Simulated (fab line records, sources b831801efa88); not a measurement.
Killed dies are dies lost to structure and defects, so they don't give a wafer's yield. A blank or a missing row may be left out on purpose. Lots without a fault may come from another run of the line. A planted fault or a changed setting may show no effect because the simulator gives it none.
A struck lot beside a sound one | flow gf180mcu | 14 steps out of a route of 602
Sound: wafers L642.2, L642.4, L642.6. Struck: wafers L647.1, L647.4, L647.5. The cause comes at the end.
At each step with rows: each side's tool, then ch and its chambers, then its first start. Under that, the readings that differ: sound wafers | struck wafers | difference of the means | sigmas: that difference in standard deviations of wafers without a fault.
alike: readings whose means differ by less than 2 such deviations, and words and numbers that are the same on both sides. not compared: withheld readings, readings that some wafer has no value for, bounds like >300 that may hide the same value, and numbers for which the record gives no deviation and whose values overlap.
The two part at a step that has a row with sigmas, a row that says differs or no value, or rows on one side only. Numbers that don't overlap but have no deviation are shown without sigmas and don't part them. A reading that every wafer of one side lacks parts them only if that side has two wafers or more.

first, 3 steps without rows for these wafers: GF_NWELL_EXPOSE_04 (exposes mask Nwell, target cd 860 nm); GF_NWELL_PEB_05; GF_NWELL_DEVELOP_06 (develop time 60 s).
GF_NWELL_OVL_MEAS_07:
  sound on overlay-02, day 6 22:16; struck on overlay-01, day 8 03:08
  alike: NWELL_OVL
then, 2 steps without rows for these wafers: GF_NWELL_IMPLANT_08; GF_NWELL_IMPLANT_09.
GF_NWELL_STRIP_10: strips in O2/N2.
  sound on plasma_asher-01 ch 1, day 6 22:36; struck on plasma_asher-04 ch 0,1, day 8 03:28
  alike: drypump_motor_current_A, heater_power_w, oes_product_au, strip_time_to_endpoint_s
  not compared: rf_hours_counter_h
GF_NWELL_TW_MEAS_11:
  sound on film_metro-01, day 6 22:43; struck on film_metro-03, day 8 03:34
  alike: NWELL_TW
then, 4 steps without rows for these wafers: GF_LVPWELL_DEHYDRATE_00 (time 60 s); GF_LVPWELL_HMDS_01 (prime time 60 s); GF_LVPWELL_COAT_02 (resist thk 3000 nm); GF_LVPWELL_SOFTBAKE_03.
GF_LVPWELL_EXPOSE_04: exposes mask LVPWELL, target cd 600 nm.
  sound on iline_stepper-02 ch 0, day 7 05:21; struck on iline_stepper-02, day 8 11:48
  no value came back on the struck wafers for exposure_dose_mJ_cm2, focus_offset_nm (nm); on the sound wafers exposure_dose_mJ_cm2 reads 259.61 259.49 260.18
  alike: mask
then, 1 step without rows for these wafers: GF_LVPWELL_PEB_05.

WHERE THEY PART
Only at GF_LVPWELL_EXPOSE_04, within this record.

WHY: what the simulator had put in
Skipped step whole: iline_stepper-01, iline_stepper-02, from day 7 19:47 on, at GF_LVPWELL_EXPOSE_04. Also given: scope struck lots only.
